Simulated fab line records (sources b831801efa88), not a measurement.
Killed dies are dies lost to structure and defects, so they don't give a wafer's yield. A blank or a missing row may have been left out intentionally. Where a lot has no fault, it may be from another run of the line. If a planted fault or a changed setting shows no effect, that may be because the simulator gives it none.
Which tool was responsible? ; flow sky130 ; 12 lots with 36 wafers sampled at 5 steps, on a route of 708 steps

## WHAT EACH GAUGE READ, for each wafer
Not one reading of a measure or inspect step in the record can be checked against a usual standard deviation.

## EACH LOT AND THE TOOL THAT RAN IT (in order: tool; ch and the chambers of the sampled wafers; start)
lot;SKY_VIA3_CMP_24;SKY_METAL4_SPUTTER_04;SKY_CAP2M_SPUTTER_02;SKY_CAP2M_STRIP_14;SKY_PAD_OPEN_PROBE_99
L232;cmp-02 ch 1,2,3, day 40 06:51;pvd-sputter-03, day 40 07:07;pvd-sputter-01, day 40 07:14;plasma-asher-02 ch 0,1, day 41 07:20;prober-02, day 46 07:37
L231;cmp-02 ch 1,2,3, day 40 10:17;pvd-sputter-03, day 40 10:41;pvd-sputter-01, day 40 10:50;plasma-asher-04 ch 0,1, day 41 11:02;prober-01, day 46 09:25
L233;cmp-01 ch 0,2,3, day 40 20:03;pvd-sputter-03, day 40 20:28;pvd-sputter-01, day 40 20:35;plasma-asher-04 ch 0,1, day 41 20:17;prober-01, day 46 16:17
L234;cmp-01 ch 0,3, day 41 00:14;pvd-sputter-04, day 41 00:38;pvd-sputter-01, day 41 00:47;plasma-asher-03 ch 0,1, day 42 01:14;prober-02, day 46 22:29
L236;cmp-02 ch 1,2,3, day 41 08:47;pvd-sputter-03, day 41 09:05;pvd-sputter-04, day 41 09:14;plasma-asher-03 ch 0, day 42 09:26;prober-01, day 47 06:53
L238;cmp-02 ch 0,3, day 41 21:59;pvd-sputter-03, day 41 22:23;pvd-sputter-04, day 41 22:31;plasma-asher-04 ch 0,1, day 42 22:07;prober-01, day 47 16:43
L240;cmp-01 ch 0,2,3, day 42 12:23;pvd-sputter-04, day 42 12:47;pvd-sputter-01, day 42 12:55;plasma-asher-02 ch 0,1, day 43 11:59;prober-01, day 48 04:15
L244;cmp-02 ch 0,2, day 43 14:10;pvd-sputter-03, day 43 14:34;pvd-sputter-01, day 43 14:41;plasma-asher-02 ch 0,1, day 44 12:50;prober-01, day 49 01:32
L249;cmp-01 ch 0,2, day 45 02:08;pvd-sputter-04, day 45 02:30;pvd-sputter-01, day 45 02:38;plasma-asher-04 ch 0,1, day 46 00:00;prober-01, day 50 05:29
L251;cmp-01 ch 1,2,3, day 45 06:40;pvd-sputter-02, day 45 07:01;pvd-sputter-04, day 45 07:09;plasma-asher-03 ch 0,1, day 46 05:12;prober-02, day 50 08:53
L252;cmp-02 ch 0,2, day 45 20:32;pvd-sputter-03, day 45 20:53;pvd-sputter-01, day 45 21:01;plasma-asher-03 ch 0,1, day 46 18:22;prober-01, day 50 18:53
L254;cmp-02 ch 2,3, day 46 12:11;pvd-sputter-04, day 46 12:35;pvd-sputter-03, day 46 12:43;plasma-asher-04 ch 0,1, day 47 09:07;prober-01, day 51 07:47
- SKY_VIA3_CMP_24: polishes, stops on SiO2, t overpolish 20 s, target thk 0 nm.
- SKY_METAL4_SPUTTER_04: material TiN, target thk 70 nm, time 58.3 s.
- SKY_CAP2M_SPUTTER_02: material TiN, target thk 200 nm, time 166.7 s.
- SKY_CAP2M_STRIP_14: strips in O2/N2.
- SKY_PAD_OPEN_PROBE_99

## AS READ BY THE TOOLS THEMSELVES (means over the sampled wafers that have a number; for cases with no such wafer, the mark the record gives instead)
SKY_VIA3_CMP_24.
lot;tool;motor-current-A (A);overpolish-run-s (s);time-to-endpoint-s (s)
L232;cmp-02;11.9;20.000;96
L231;cmp-02;12.2;19.995;93
L233;cmp-01;11.1;20.007;94
L234;cmp-01;11.0;19.989;92
L236;cmp-02;11.7;19.999;96
L238;cmp-02;10.5;19.994;95
L240;cmp-01;11.6;20.000;94
L244;cmp-02;10.1;20.000;93
L249;cmp-01;10.6;21.912;92
L251;cmp-01;11.0;21.917;93
L252;cmp-02;10.2;20.004;95
L254;cmp-02;11.7;20.009;95

SKY_METAL4_SPUTTER_04.
lot;tool;throttle-valve-pct (%)
L232;pvd-sputter-03;30.1
L231;pvd-sputter-03;30.3
L233;pvd-sputter-03;30.1
L234;pvd-sputter-04;30.2
L236;pvd-sputter-03;30.2
L238;pvd-sputter-03;30.4
L240;pvd-sputter-04;30.5
L244;pvd-sputter-03;30.1
L249;pvd-sputter-04;30.6
L251;pvd-sputter-02;30.1
L252;pvd-sputter-03;30.3
L254;pvd-sputter-04;30.4

SKY_CAP2M_SPUTTER_02.
lot;tool;throttle-valve-pct (%)
L232;pvd-sputter-01;30.4
L231;pvd-sputter-01;30.6
L233;pvd-sputter-01;30.0
L234;pvd-sputter-01;30.2
L236;pvd-sputter-04;30.0
L238;pvd-sputter-04;30.3
L240;pvd-sputter-01;30.6
L244;pvd-sputter-01;30.5
L249;pvd-sputter-01;30.6
L251;pvd-sputter-04;30.4
L252;pvd-sputter-01;30.6
L254;pvd-sputter-03;30.7

SKY_CAP2M_STRIP_14.
lot;tool;drypump-motor-current-A (A);oes-product-au (a.u.);strip-time-to-endpoint-s (s)
L232;plasma-asher-02;5.69;0.711;12.68
L231;plasma-asher-04;5.79;0.712;12.71
L233;plasma-asher-04;5.83;0.709;12.70
L234;plasma-asher-03;5.54;0.708;12.63
L236;plasma-asher-03;5.87;0.711;12.66
L238;plasma-asher-04;5.83;0.706;12.64
L240;plasma-asher-02;5.70;0.710;12.70
L244;plasma-asher-02;5.77;0.713;12.68
L249;plasma-asher-04;5.83;0.709;12.60
L251;plasma-asher-03;5.55;0.709;12.59
L252;plasma-asher-03;5.66;0.712;12.63
L254;plasma-asher-04;5.83;0.705;12.73

SKY_PAD_OPEN_PROBE_99.
lot;tool;defect-limited-yield (%);killed_at_M0_to_M3;killed_at_M4_up;killed-at-contacts;killed-at-front-end;killed-at-other;killed-dies;killed-on-rim;killed-open;killed-short;sort_bin_3_pad_short (%);sort_bin_5_function (%);sort_bin_6_memory (%);sort-n-pass;sort-yield-pct (%)
L232;prober-02;81.0;48;2.0;25;18;0.3;93;19;52;41;1.1;10.9;7.0;399;81.0
L231;prober-01;83.9;42;3.0;22;12;0.0;79;16;47;33;1.0;10.0;5.2;413;83.9
L233;prober-01;80.9;51;3.0;19;20;0.0;94;20;47;47;1.1;11.9;6.0;398;80.9
L234;prober-02;84.9;39;2.3;24;9;0.3;74;11;41;33;0.8;9.3;5.0;418;84.9
L236;prober-01;79.7;49;2.3;30;18;0.3;100;18;58;40;1.2;12.6;6.5;392;79.7
L238;prober-01;83.1;45;4.0;21;13;0.3;83;17;45;38;1.1;10.7;5.2;409;83.1
L240;prober-01;81.9;46;4.0;21;18;1.0;89;19;46;43;0.7;11.3;6.2;403;81.9
L244;prober-01;82.8;42;3.7;25;13;0.0;84;17;46;38;0.3;10.2;6.6;408;82.8
L249;prober-01;80.0;50;4.0;25;19;0.3;98;18;55;43;0.7;11.6;7.6;394;80.0
L251;prober-02;81.8;43;3.0;28;16;0.3;90;17;50;39;1.8;10.0;6.4;402;81.8
L252;prober-01;82.7;49;3.3;20;13;0.0;85;16;41;44;1.0;11.3;5.0;407;82.7
L254;prober-01;83.8;42;2.3;19;16;0.0;80;16;40;39;1.2;10.5;4.6;412;83.8

## THE ANSWER, worked out from the rows above alone
Rule: usual is defined by the lots themselves. The widest of any qualifying gaps counts: lots, ordered by their means at a reading, are off when they make up no more than a third of the lots, leave a main group of 4 or more, and stand apart from it by 3 or more times the standard deviation of that group's means. Not used: any main group whose means are identical at the precision the tables above print for the reading. A lot without any number at a reading at which 4 lots or more have one is off too. Any other lot the step has rows for is counted as sound. Order of review: gauges by route order, followed by the tools' own readings, for which a lot's mean as printed above is used. At the first step where some lot is off, the reading lying furthest off is the one used; lots without a number count as furthest.
Off, at SKY_VIA3_CMP_24 on overpolish-run-s: L249, L251. Main group: mean 20.000 s, sd 0.0057.
If a tool, at that step or one of the process steps before it, ran each lot that is off and ran no sound lot following the first of them, it fits. One fits: cmp-01 at SKY_VIA3_CMP_24. A fault onset in the window from L240 (day 42 12:23, its last sound lot) to L249 (day 45 02:08, its first lot off) fits.
On the lots that are off, the tool's own readings at SKY_VIA3_CMP_24 differ by more than 5 times the standard deviation of the sound lots' means, which bears it out; overpolish-run-s reads 21.915 s there versus 20.000 s on the sound lots.

## WHAT THE SIMULATOR PUT IN
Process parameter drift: cmp-01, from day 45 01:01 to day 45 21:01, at SKY_VIA3_CMP_24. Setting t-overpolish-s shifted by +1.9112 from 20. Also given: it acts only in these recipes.
Struck lots among those shown: L249, L251. This agrees with what the rule above found.
